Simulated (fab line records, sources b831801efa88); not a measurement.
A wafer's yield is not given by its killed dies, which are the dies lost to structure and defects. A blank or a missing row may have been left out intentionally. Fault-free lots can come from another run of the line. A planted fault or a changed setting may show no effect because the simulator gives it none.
fab line records | flow sky130
record: lots: 11 wafers: 33 last_day: 50
route steps=708 shown VIA3@575 METAL4@634 VIA4@652 PAD_OPEN@708
lots with no fault: from the same line, run without faults
start_h: hours from the record's opening day to when the first of the lot's shown wafers began | wait_h: hours elapsed since this lot's preceding step | " as in the row above | L1.1+2: several wafers, shown together as one row | - no value present, or no start provided | * or withheld: withheld | < > ~ a bound
route shown NAME@n: a module of which the file shows steps, and the number in the route of the first | usual: average and standard deviation across the fault-free wafers | same: alike in all rows | chamber/n: place in a boat | sites: readings site by site | _std_site: standard deviation of those values | _edge_site: outer sites' mean less inner sites' | radius_mm: how far each site lies from the wafer's centre | mask NAME#n: copy n | behind: tool/chamber where the wafer was last shaped | hold: cause of the lot's hold/its duration in hours/its outcome | device: whichever transistor did not switch (one of n, p or np) | end of line: tests of these same wafers at the route's end | where a step has no rows: the recipe by itself | killed: dies that structure and defects cost at the first sort, which is not the same as the wafer's yield | map: per-die view of a wafer (x killed, . not killed, _ where there is no die)
set.NAME: the setting the step ran with; set.NAME@STEP: the setting that earlier step ran with | model.NAME: the simulator's own value behind a step, which no gauge read
one table for each step of the route and one row for each wafer, over a sample of lots
services: the hour from which a tool's chamber was out of use, counted from the record's first day as start_h (under 0 if before that day), plus the number of hours and why
== steps ==
step: SKY_VIA3_CMP_02
recipe: material: SiO2 down_force_psi: 4 platen_rpm: 60 pad_velocity_m_s: 0.94248
usual: motor_current_A: 11.4/1.3 slurry_filter_dp_kPa: 13.52/0.13
columns lot.wafer tool chamber start_h wait_h motor_current_A slurry_filter_dp_kPa
L161.3 cmp-01 2 918.63 0.0 12.3 13.44
L161.1 " 0 " " 9.6 13.41
L161.6 " 3 " " 10.5 13.51
L163.4 cmp-02 0 932.43 0.0 12.2 13.76
L163.2 " 1 " " 10.0 13.75
L163.3 " 2 " " 13.9 13.41
L165.2 cmp-01 0 947.33 0.0 9.9 13.52
L165.3 " 1 " " 12.0 13.29
L165.1 " 2 " " 12.5 13.76
L172.1 cmp-01 2 1006.80 0.1 11.5 13.75
L172.6 " 1 " " 12.5 13.47
L172.5 " 2 " " 11.4 13.52
L173.1 cmp-01 2 1007.20 0.2 12.1 13.49
L173.6 " 3 " " 11.0 13.54
L173.5 " 0 " " 10.9 13.70
L176.3 cmp-02 0 1024.63 0.1 12.1 13.50
L176.2 " 2 " " 13.9 13.32
L176.5 " 0 " " 12.2 13.61
L178.4 cmp-02 0 1034.63 0.1 12.0 13.23
L178.3 " 1 " " 10.2 13.55
L178.2 " 2 " " 13.6 13.65
L181.2 cmp-02 0 1055.84 0.0 12.1 13.41
L181.1 " 1 " " 9.9 13.52
L181.4 " 2 " " 14.5 13.42
L182.2 cmp-01 1 1061.42 0.1 11.0 13.56
L182.1 " 2 " " 12.2 13.62
L182.5 " 0 " " 10.0 13.53
L183.3 cmp-01 0 1064.41 0.1 9.4 13.57
L183.2 " 2 " " 12.8 13.23
L183.5 " 3 " " 10.5 13.50
L184.4 cmp-02 3 1068.80 0.1 11.4 13.60
L184.1 " 0 " " 11.9 13.32
L184.5 " 2 " " 13.6 13.46
step: SKY_VIA3_OVL_MEAS_13
usual: VIA3_OVL: -2/4.8
columns lot.wafer tool chamber start_h wait_h VIA3_OVL[nm]
L161.1 overlay-02 - 943.92 0.1 4
L161.3 " - " " 4
L161.6 " - " " 3
L163.2 overlay-01 - 957.67 0.1 -2
L163.3 " - " " -2
L163.4 " - " " -13
L165.1 overlay-02 - 971.82 0.1 -9
L165.2 " - " " -7
L165.3 " - " " -6
L172.1 overlay-02 - 1030.69 0.1 3
L172.5 " - " " 3
L172.6 " - " " 2
L173.1 overlay-02 - 1031.37 0.1 -4
L173.5 " - " " -1
L173.6 " - " " -9
L176.2 overlay-02 - 1047.92 0.1 -5
L176.3 " - " " -5
L176.5 " - " " -1
L178.2 overlay-01 - 1057.60 0.1 -3
L178.3 " - " " -10
L178.4 " - " " -1
L181.1 overlay-01 - 1077.60 0.1 5
L181.2 " - " " 2
L181.4 " - " " 2
L182.1 overlay-01 - 1083.77 0.1 -2
L182.2 " - " " 3
L182.5 " - " " -4
L183.2 overlay-02 - 1086.18 0.1 -9
L183.3 " - " " -4
L183.5 " - " " 3
L184.1 overlay-02 - 1090.72 0.1 -3
L184.4 " - " " -6
L184.5 " - " " -4
step: SKY_METAL4_METAL_ETCH_18
recipe: target_depth_a: 8450 stop_on: SiO2 over_etch_frac: 0.3 time_s: 183.1 chemistry: Cl2/BCl3 resist_sidewall_deg: 88 pressure_mtorr: 10 icp_w: 900 bias_w: 48.5 Cl2_flow_sccm: 60 bcl3_flow_sccm: 30
usual: drypump_motor_current_A: 5.8/0.42 oes_product_au: 0.866/0.0065 throttle_valve_pct: 22.264/0.0085
columns lot.wafer tool chamber start_h wait_h drypump_motor_current_A oes_product_au rf_hours_counter_h throttle_valve_pct
L161.1 rie_metal-01 0 995.28 0.0 5.6 0.865 13 22.273
L161.3 " 0 " " 5.6 0.874 - 22.269
L161.6 " 1 " " 5.1 0.873 - 22.270
L163.2 rie_metal-01 1 1007.70 0.0 5.1 0.866 4 22.261
L163.3 " 1 " " 5.1 0.861 - 22.272
L163.4 " 0 " " 5.6 0.866 - 22.268
L165.1 rie_metal-03 1 1021.30 0.0 6.0 0.867 9 22.257
L165.2 " 0 " " 5.6 0.869 12 22.256
L165.3 " 1 " " 6.0 0.868 - 22.271
L172.1 rie_metal-01 0 1077.95 0.0 5.6 0.847 19 22.267
L172.5 " 0 " " 5.6 0.859 - 22.265
L172.6 " 1 " " 5.1 0.863 - 22.264
L173.1 rie_metal-02 0 1078.58 0.0 6.0 0.865 14 22.275
L173.5 " 0 " " 6.0 0.856 - 22.256
L173.6 " 1 " " 6.3 0.865 - 22.248
L176.2 rie_metal-02 1 1094.18 0.0 6.3 0.863 11 22.256
L176.3 " 1 " " 6.4 0.867 - 22.265
L176.5 " 0 " " 6.0 0.858 - 22.270
L178.2 rie_metal-02 0 1103.55 0.0 6.0 0.865 16 22.263
L178.3 " 0 " " 6.0 0.871 - 22.251
L178.4 " 1 " " 6.3 0.871 - 22.271
L181.1 rie_metal-01 0 1121.15 0.0 5.6 0.868 22 22.275
L181.2 " 1 " " 5.1 0.871 12 22.263
L181.4 " 1 " " 5.1 0.862 - 22.272
L182.1 rie_metal-01 0 1126.93 0.0 5.6 0.854 23 22.259
L182.2 " 1 " " 5.1 0.866 13 22.261
L182.5 " 1 " " 5.1 0.863 - 22.260
L183.2 rie_metal-03 1 1128.63 0.0 5.9 0.865 17 22.255
L183.3 " 0 " " 5.6 0.854 - 22.261
L183.5 " 0 " " 5.6 0.855 - 22.260
L184.1 rie_metal-02 1 1133.61 0.0 6.4 0.861 15 22.276
L184.4 " 0 " " 6.0 0.861 - 22.261
L184.5 " 1 " " 6.3 0.858 - 22.270
step: SKY_VIA4_STRIP_13
recipe: chemistry: O2/N2 power_w: 1400 pressure_mtorr: 1500 platen_temp_c: withheld o2_flow_sccm: 3000 n2_flow_sccm: 300 overash_fraction: 0.5
usual: drypump_motor_current_A: 6.1/0.32 n2_flow_sccm: 300.1/0.86 oes_product_au: 0.709/0.0045 strip_time_to_endpoint_s: 12.79/0.03
columns lot.wafer tool chamber start_h wait_h drypump_motor_current_A n2_flow_sccm oes_product_au rf_hours_counter_h strip_time_to_endpoint_s
L161.1 plasma_asher-03 1 1020.18 - 5.7 301.6 0.712 24 12.83
L161.3 " 0 " " 6.0 299.7 0.705 - 12.81
L161.6 " 1 " " 5.7 299.7 0.707 - 12.83
L163.2 plasma_asher-03 1 1032.43 - 5.8 301.0 0.714 26 12.77
L163.3 " 0 " " 6.1 300.5 0.712 - 12.80
L163.4 " 1 " " 5.7 300.1 0.714 - 12.78
L165.1 plasma_asher-01 0 1045.74 - 6.5 300.8 0.708 64 12.79
L165.2 " 1 " " 5.7 299.5 0.709 64 12.80
L165.3 " 1 " " 5.7 299.9 0.709 - 12.78
L172.1 plasma_asher-04 0 1100.63 - 6.5 300.7 0.706 4 12.72
L172.5 " 0 " " 6.5 298.8 0.707 - 12.79
L172.6 " 1 " " 6.0 300.1 0.713 - 12.76
L173.1 plasma_asher-04 0 1101.28 - 6.5 299.6 0.704 4 12.80
L173.5 " 1 " " 6.0 299.6 0.713 - 12.81
L173.6 " 0 " " 6.5 300.9 0.711 - 12.78
L176.2 plasma_asher-03 1 1115.53 - 5.8 300.8 0.704 35 12.82
L176.3 " 0 " " 6.0 299.3 0.706 - 12.81
L176.5 " 0 " " 6.0 300.4 0.711 - 12.77
L178.2 plasma_asher-03 0 1124.86 - 6.0 301.5 0.712 36 12.77
L178.3 " 0 " " 6.1 300.7 0.716 - 12.77
L178.4 " 1 " " 5.8 301.2 0.714 - 12.84
L181.1 plasma_asher-01 1 1142.31 - 5.7 301.0 0.703 71 12.78
L181.2 " 0 " " 6.4 300.4 0.701 71 12.82
L181.4 " 0 " " 6.5 299.9 0.711 - 12.76
L182.1 plasma_asher-03 0 1148.46 - 6.0 300.4 0.705 38 12.82
L182.2 " 1 " " 5.7 299.9 0.707 38 12.80
L182.5 " 1 " " 5.7 300.1 0.711 - 12.75
L183.2 plasma_asher-01 1 1149.46 - 5.7 301.2 0.700 72 12.79
L183.3 " 0 " " 6.4 301.2 0.713 - 12.77
L183.5 " 0 " " 6.5 301.1 0.717 - 12.78
L184.1 plasma_asher-03 0 1155.04 - 6.0 299.6 0.708 39 12.76
L184.4 " 1 " " 5.7 300.8 0.706 - 12.79
L184.5 " 0 " " 6.0 299.0 0.708 - 12.83
step: SKY_PAD_OPEN_PROBE_99
usual: defect_limited_yield: 82.3/2.2 killed_at_M0_to_M3: 43/7.3 killed_at_M4_up: 3.2/1.9 killed_at_contacts: 25/5.4 killed_at_front_end: 16/4.4 killed_at_other: 0.4/0.66 killed_dies: 87/11 killed_open: 48/7.9 killed_short: 39/6.5 sort_bin_3_pad_short: 0.8/0.43 sort_bin_5_function: 10.5/1.6 sort_bin_6_memory: 6.4/1.2 sort_n_pass: 405/11 sort_yield_pct: 82.3/2.2
same: gross_dies: 492 killed_at_back_side: 0 sort_bin_4_leakage[%]: 0 sort_bin_8_speed[%]: 0
columns lot.wafer tool chamber start_h wait_h hold defect_limited_yield[%] killed_at_M0_to_M3 killed_at_M4_up killed_at_contacts killed_at_front_end killed_at_other killed_dies killed_open killed_short sort_bin_3_pad_short[%] sort_bin_5_function[%] sort_bin_6_memory[%] sort_n_pass sort_yield_pct[%]
L161.1 prober-02 - 1090.82 0.1 - 79.3 49 6 27 20 0 102 54 47 0.6 11.0 9.1 390 79.3
L161.3 prober-02 - 1090.92 0.2 - 82.5 47 5 19 15 0 86 42 44 1.6 10.8 5.1 406 82.5
L161.6 prober-02 - 1091.07 0.2 - 79.3 57 4 29 12 0 102 55 45 0.8 12.8 7.1 390 79.3
L163.2 prober-02 - 1102.83 0.1 - 82.3 37 4 26 20 0 87 54 33 1.2 9.3 7.1 405 82.3
L163.3 prober-02 - 1102.88 0.2 - 83.1 31 5 32 15 0 83 50 33 0.8 8.9 7.1 409 83.1
L163.4 prober-02 - 1102.93 0.2 - 85.8 31 5 15 18 1 70 30 40 0.4 9.3 4.5 422 85.8
L165.1 prober-01 - 1115.62 0.1 - 81.3 49 1 26 16 0 92 54 38 0.6 11.8 6.3 400 81.3
L165.2 prober-01 - 1115.67 0.1 - 85.4 35 1 25 10 1 72 36 34 1.2 6.9 6.5 420 85.4
L165.3 prober-01 - 1115.72 0.2 - 81.7 45 3 21 21 0 90 47 42 0.8 10.8 6.7 402 81.7
L172.1 prober-01 - 1165.02 0.1 await_dispo/5.2h/release 72.0 33 65 24 15 1 138 43 31 4.7 17.1 6.3 354 72.0
L172.5 prober-01 - 1165.22 0.2 await_dispo/5.2h/release 71.5 31 71 22 15 1 140 32 38 4.7 16.1 7.7 352 71.5
L172.6 prober-01 - 1165.27 0.2 await_dispo/5.2h/release 84.1 37 3 28 10 0 78 47 31 0.2 9.1 6.5 414 84.1
L173.1 prober-02 - 1165.50 0.1 await_dispo/1.4h/release 70.9 34 72 22 15 0 143 39 35 4.1 19.1 5.9 349 70.9
L173.5 prober-02 - 1165.70 0.2 await_dispo/1.4h/release 85.0 34 0 23 17 0 74 39 35 0.8 9.1 5.1 418 85.0
L173.6 prober-02 - 1165.75 0.2 await_dispo/1.4h/release 75.0 25 69 22 7 0 123 30 28 4.9 15.0 5.1 369 75.0
L176.2 prober-01 - 1178.49 0.1 - 83.7 41 2 20 17 0 80 53 27 0.8 10.0 5.5 412 83.7
L176.3 prober-01 - 1178.54 0.2 - 80.1 50 5 22 21 0 98 40 58 1.6 12.0 6.3 394 80.1
L176.5 prober-01 - 1178.64 0.2 - 81.1 48 1 29 15 0 93 56 36 0.8 12.0 6.1 399 81.1
L178.2 prober-01 - 1185.54 0.1 - 84.8 33 3 23 16 0 75 40 33 1.0 8.9 5.3 417 84.8
L178.3 prober-01 - 1185.59 0.2 - 81.9 26 6 34 23 0 89 51 38 0.4 11.0 6.7 403 81.9
L178.4 prober-01 - 1185.64 0.2 - 83.9 36 0 33 10 0 79 34 44 1.4 10.0 4.7 413 83.9
L181.1 prober-02 - 1200.16 0.1 - 82.9 42 6 19 17 0 84 47 37 0.6 9.3 7.1 408 82.9
L181.2 prober-02 - 1200.21 0.1 - 86.6 32 2 16 14 2 66 39 27 0.8 7.9 4.7 426 86.6
L181.4 prober-02 - 1200.31 0.2 - 84.8 42 2 17 14 0 75 40 35 0.8 8.7 5.7 417 84.8
L182.1 prober-01 - 1204.95 0.1 - 82.7 39 5 19 22 0 85 43 41 1.8 9.3 6.1 407 82.7
L182.2 prober-01 - 1205.00 0.1 - 83.7 36 6 21 17 0 80 41 38 0.2 10.2 5.9 412 83.7
L182.5 prober-01 - 1205.15 0.2 - 78.9 55 7 25 16 1 104 57 45 2.0 10.4 8.7 388 78.9
L183.2 prober-02 - 1206.50 0.1 - 82.3 39 2 26 20 0 87 49 38 0.4 11.0 6.3 405 82.3
L183.3 prober-02 - 1206.55 0.2 - 82.3 40 5 24 18 0 87 43 44 0.8 10.6 6.3 405 82.3
L183.5 prober-02 - 1206.65 0.2 - 81.3 43 2 28 19 0 92 38 53 1.6 9.8 7.3 400 81.3
L184.1 prober-01 - 1209.79 0.1 - 81.9 50 2 20 15 2 89 46 43 0.8 10.6 6.7 403 81.9
L184.4 prober-01 - 1209.94 0.2 - 85.4 42 1 17 11 1 72 39 33 0.4 7.1 7.1 420 85.4
L184.5 prober-01 - 1209.99 0.2 - 79.7 57 1 29 13 0 100 48 52 0.8 11.6 7.9 392 79.7
killed by level:class
L161.1 CONTACT:geometric_particle:open=11 VIA1:geometric_particle:open=10 METAL2:geometric_particle:short=9 METAL1:geometric_particle:short=8 VIA2:geometric_particle:open=8 LI_CONTACT:geometric_particle:open=7 FIELD_ISO:geometric_particle:short=6 VIA1:geometric_particle:short=5
L161.3 VIA1:geometric_particle:open=9 CONTACT:geometric_particle:open=8 VIA3:geometric_particle:open=8 METAL1:geometric_particle:short=7 VIA1:geometric_particle:short=7 FIELD_ISO:geometric_particle:open=6 FIELD_ISO:geometric_particle:short=6 CONTACT:geometric_particle:short=5
L161.6 VIA3:geometric_particle:open=11 VIA2:geometric_particle:open=11 CONTACT:geometric_particle:open=9 LI_CONTACT:geometric_particle:open=7 CONTACT:geometric_particle:short=7 VIA2:geometric_particle:short=7 VIA1:geometric_particle:open=7 FIELD_ISO:geometric_particle:open=6
L163.2 LI_CONTACT:geometric_particle:open=11 VIA2:geometric_particle:open=10 VIA1:geometric_particle:open=8 POLY_GATE:geometric_particle:open=6 CONTACT:geometric_particle:open=6 FIELD_ISO:geometric_particle:open=5 VIA3:geometric_particle:short=5 POLY_GATE:geometric_particle:short=4
L163.3 VIA2:geometric_particle:open=11 LI_CONTACT:geometric_particle:open=9 CONTACT:geometric_particle:open=7 LOCAL_INTERCONNECT:geometric_particle:short=6 CONTACT:geometric_particle:short=6 VIA1:geometric_particle:open=6 VIA3:geometric_particle:open=4 FIELD_ISO:geometric_particle:short=3
L163.4 POLY_GATE:geometric_particle:short=6 LOCAL_INTERCONNECT:geometric_particle:short=6 VIA1:geometric_particle:short=6 POLY_GATE:geometric_particle:open=5 METAL2:geometric_particle:short=5 VIA2:geometric_particle:open=5 METAL4:geometric_particle:short=4 LI_CONTACT:geometric_particle:open=3
L165.1 VIA1:geometric_particle:open=13 LI_CONTACT:geometric_particle:open=11 VIA1:geometric_particle:short=7 VIA3:geometric_particle:open=7 CONTACT:geometric_particle:open=6 FIELD_ISO:geometric_particle:short=5 METAL1:geometric_particle:short=5 METAL2:geometric_particle:open=5
L165.2 VIA1:geometric_particle:open=11 LI_CONTACT:geometric_particle:open=8 CONTACT:geometric_particle:short=6 VIA2:geometric_particle:open=6 LI_CONTACT:geometric_particle:short=4 POLY_GATE:geometric_particle:short=3 LOCAL_INTERCONNECT:geometric_particle:short=3 CONTACT:geometric_particle:open=3
L165.3 VIA1:geometric_particle:open=10 FIELD_ISO:geometric_particle:open=7 CONTACT:geometric_particle:open=7 VIA2:geometric_particle:open=6 VIA1:geometric_particle:short=6 FIELD_ISO:geometric_particle:short=5 LOCAL_INTERCONNECT:geometric_particle:short=5 VIA3:geometric_particle:open=5
L172.1 VIA4:unspecified=64 LI_CONTACT:geometric_particle:open=9 CONTACT:geometric_particle:open=8 METAL2:geometric_particle:short=7 POLY_GATE:geometric_particle:open=7 VIA1:geometric_particle:open=7 FIELD_ISO:geometric_particle:open=3 CONTACT:geometric_particle:short=3
L172.5 VIA4:unspecified=66 CONTACT:geometric_particle:open=9 CONTACT:geometric_particle:short=7 METAL2:geometric_particle:short=7 VIA1:geometric_particle:open=7 FIELD_ISO:geometric_particle:open=6 VIA3:geometric_particle:open=4 FIELD_ISO:geometric_particle:short=3
L172.6 CONTACT:geometric_particle:open=13 VIA1:geometric_particle:open=10 LI_CONTACT:geometric_particle:open=9 VIA1:geometric_particle:short=6 METAL2:geometric_particle:short=5 FIELD_ISO:geometric_particle:short=4 VIA2:geometric_particle:short=4 VIA3:geometric_particle:open=4
L173.1 VIA4:unspecified=69 VIA2:geometric_particle:open=7 LI_CONTACT:geometric_particle:open=6 POLY_GATE:geometric_particle:open=5 LI_CONTACT:geometric_particle:short=5 VIA3:geometric_particle:open=5 CONTACT:geometric_particle:open=4 CONTACT:geometric_particle:short=4
L173.5 LI_CONTACT:geometric_particle:open=7 CONTACT:geometric_particle:open=7 VIA1:geometric_particle:open=7 POLY_GATE:geometric_particle:short=6 VIA1:geometric_particle:short=5 VIA3:geometric_particle:open=5 VIA2:geometric_particle:open=5 LOCAL_INTERCONNECT:geometric_particle:short=4
L173.6 VIA4:unspecified=65 CONTACT:geometric_particle:open=9 LI_CONTACT:geometric_particle:open=5 CONTACT:geometric_particle:short=5 VIA3:geometric_particle:open=5 METAL1:geometric_particle:short=4 LOCAL_INTERCONNECT:geometric_particle:short=3 VIA1:geometric_particle:open=3
L176.2 VIA2:geometric_particle:open=11 VIA1:geometric_particle:open=9 LI_CONTACT:geometric_particle:open=8 FIELD_ISO:geometric_particle:open=6 CONTACT:geometric_particle:open=6 METAL2:geometric_particle:short=5 VIA3:geometric_particle:open=5 FIELD_ISO:geometric_particle:short=4
L176.3 VIA1:geometric_particle:open=11 FIELD_ISO:geometric_particle:short=9 METAL3:geometric_particle:short=7 VIA2:geometric_particle:open=6 METAL1:geometric_particle:short=5 POLY_GATE:geometric_particle:short=5 LI_CONTACT:geometric_particle:open=5 CONTACT:geometric_particle:short=5
L176.5 LI_CONTACT:geometric_particle:open=13 VIA3:geometric_particle:open=12 VIA1:geometric_particle:open=10 CONTACT:geometric_particle:open=7 FIELD_ISO:geometric_particle:open=5 METAL2:geometric_particle:short=5 METAL1:geometric_particle:short=5 CONTACT:geometric_particle:short=4
L178.2 CONTACT:geometric_particle:open=7 VIA1:geometric_particle:open=7 VIA3:geometric_particle:open=6 POLY_GATE:geometric_particle:short=5 LI_CONTACT:geometric_particle:open=5 LOCAL_INTERCONNECT:geometric_particle:short=5 VIA2:geometric_particle:short=5 CONTACT:geometric_particle:short=4
L178.3 CONTACT:geometric_particle:open=13 LI_CONTACT:geometric_particle:open=11 VIA1:geometric_particle:open=6 CONTACT:geometric_particle:short=5 METAL4:geometric_particle:short=5 VIA3:geometric_particle:open=5 FIELD_ISO:geometric_particle:short=4 POLY_GATE:geometric_particle:short=4
L178.4 CONTACT:geometric_particle:short=13 LI_CONTACT:geometric_particle:open=9 METAL2:geometric_particle:short=6 LOCAL_INTERCONNECT:geometric_particle:short=6 CONTACT:geometric_particle:open=5 METAL1:geometric_particle:short=5 VIA1:geometric_particle:open=5 VIA2:geometric_particle:short=5
L181.1 CONTACT:geometric_particle:open=11 VIA3:geometric_particle:open=8 VIA1:geometric_particle:open=7 METAL1:geometric_particle:short=5 VIA2:geometric_particle:open=5 VIA3:geometric_particle:short=5 METAL4:geometric_particle:short=4 LI_CONTACT:geometric_particle:open=4
L181.2 VIA1:geometric_particle:open=8 LI_CONTACT:geometric_particle:open=6 VIA2:geometric_particle:open=6 CONTACT:geometric_particle:open=5 METAL1:geometric_particle:short=4 POLY_GATE:geometric_particle:open=3 POLY_GATE:geometric_particle:short=3 LOCAL_INTERCONNECT:geometric_particle:short=3
L181.4 VIA1:geometric_particle:open=11 METAL2:geometric_particle:short=6 VIA2:geometric_particle:open=6 LI_CONTACT:geometric_particle:open=5 VIA1:geometric_particle:short=5 POLY_GATE:geometric_particle:short=4 CONTACT:geometric_particle:open=4 FIELD_ISO:geometric_particle:short=3
L182.1 VIA3:geometric_particle:open=9 VIA2:geometric_particle:open=7 METAL1:geometric_particle:short=6 CONTACT:geometric_particle:open=6 FIELD_ISO:geometric_particle:open=5 FIELD_ISO:geometric_particle:short=4 POLY_GATE:geometric_particle:open=4 SPACER:geometric_particle:short=4
L182.2 VIA1:geometric_particle:open=10 LI_CONTACT:geometric_particle:open=8 CONTACT:geometric_particle:short=5 METAL2:geometric_particle:short=5 FIELD_ISO:geometric_particle:open=4 CONTACT:geometric_particle:open=4 METAL1:geometric_particle:short=4 VIA1:geometric_particle:short=4
L182.5 VIA1:geometric_particle:open=13 LI_CONTACT:geometric_particle:open=12 METAL2:geometric_particle:short=8 VIA3:geometric_particle:open=7 CONTACT:geometric_particle:open=7 METAL1:geometric_particle:short=6 VIA2:geometric_particle:short=4 VIA2:geometric_particle:open=4
L183.2 VIA1:geometric_particle:open=10 CONTACT:geometric_particle:open=9 VIA2:geometric_particle:open=7 POLY_GATE:geometric_particle:short=6 LI_CONTACT:geometric_particle:short=6 LI_CONTACT:geometric_particle:open=5 FIELD_ISO:geometric_particle:open=4 VIA3:geometric_particle:short=4
L183.3 CONTACT:geometric_particle:open=10 VIA3:geometric_particle:open=8 METAL1:geometric_particle:short=7 POLY_GATE:geometric_particle:open=6 CONTACT:geometric_particle:short=6 VIA1:geometric_particle:open=6 METAL2:geometric_particle:short=5 FIELD_ISO:geometric_particle:short=4
L183.5 METAL2:geometric_particle:short=11 CONTACT:geometric_particle:open=8 POLY_GATE:geometric_particle:short=6 LI_CONTACT:geometric_particle:short=6 VIA1:geometric_particle:open=6 VIA3:geometric_particle:open=6 LI_CONTACT:geometric_particle:open=5 FIELD_ISO:geometric_particle:short=5
L184.1 VIA1:geometric_particle:open=13 VIA2:geometric_particle:open=7 METAL2:geometric_particle:short=7 METAL1:geometric_particle:short=6 CONTACT:geometric_particle:open=6 VIA1:geometric_particle:short=6 CONTACT:geometric_particle:short=4 POLY_GATE:geometric_particle:open=4
L184.4 VIA1:geometric_particle:open=12 VIA3:geometric_particle:open=7 LI_CONTACT:geometric_particle:open=6 POLY_GATE:geometric_particle:short=4 LOCAL_INTERCONNECT:geometric_particle:short=4 METAL1:geometric_particle:short=4 VIA1:geometric_particle:short=4 VIA3:geometric_particle:short=4
L184.5 LI_CONTACT:geometric_particle:open=9 CONTACT:geometric_particle:open=8 VIA1:geometric_particle:short=8 VIA2:geometric_particle:open=8 VIA1:geometric_particle:open=7 VIA2:geometric_particle:short=7 FIELD_ISO:geometric_particle:open=6 METAL1:geometric_particle:short=6
== services ==
columns tool chamber start_h hours kind
cmp-01 - 902.00 2.3 repair
cmp-02 - 909.80 6.0 pm
cmp-02 - 915.81 4.0 pm
rie_metal-02 0 969.77 6.8 repair
rie_metal-03 - 977.13 14.6 pm
cmp-02 - 984.72 4.3 pm
rie_metal-01 - 996.34 1.4 pm
cmp-02 - 1019.97 1.2 repair
rie_metal-03 - 1039.23 0.6 repair
cmp-01 - 1049.98 8.6 pm
plasma_asher-04 - 1055.25 9.0 pm
rie_metal-02 0 1064.53 2.9 repair
plasma_asher-01 - 1065.05 4.9 repair
cmp-01 - 1076.43 0.9 repair
cmp-01 - 1084.38 4.0 pm
cmp-01 - 1088.38 - consumable_replace:conditioner
cmp-01 - 1088.38 - consumable_replace:pad
plasma_asher-01 - 1105.10 13.4 repair
plasma_asher-01 - 1116.39 9.5 repair
cmp-02 - 1126.71 1.3 repair
cmp-01 - 1132.67 7.4 pm
rie_metal-01 0 1138.88 10.9 repair
rie_metal-01 1 1143.19 13.2 repair
cmp-02 - 1151.40 1.4 repair
== key ==
first_sign: step: SKY_PAD_OPEN_PROBE_99 reading: killed_at_M4_up direction: up sigmas: 35 usual: 3.2 struck: 69.2
effect: step: SKY_PAD_OPEN_PROBE_99 reading: sort_bin_3_pad_short direction: up sigmas: 8.7 usual: 0.8 struck: 4.6
met_at SKY_VIA4_STRIP_13
struck_lots L172,L173
struck_wafers L172.1,L172.5,L173.1,L173.6
not_acting_at SKY_VIA3_CMP_02,SKY_VIA3_OVL_MEAS_13,SKY_METAL4_METAL_ETCH_18
fault: kind: chamber_particle_source tool: plasma_asher-04 chamber: 0 onset_h: 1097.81 steps: SKY_VIA4_STRIP_13 rate_per_visit_cm2: 2.1164 end_h: 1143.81
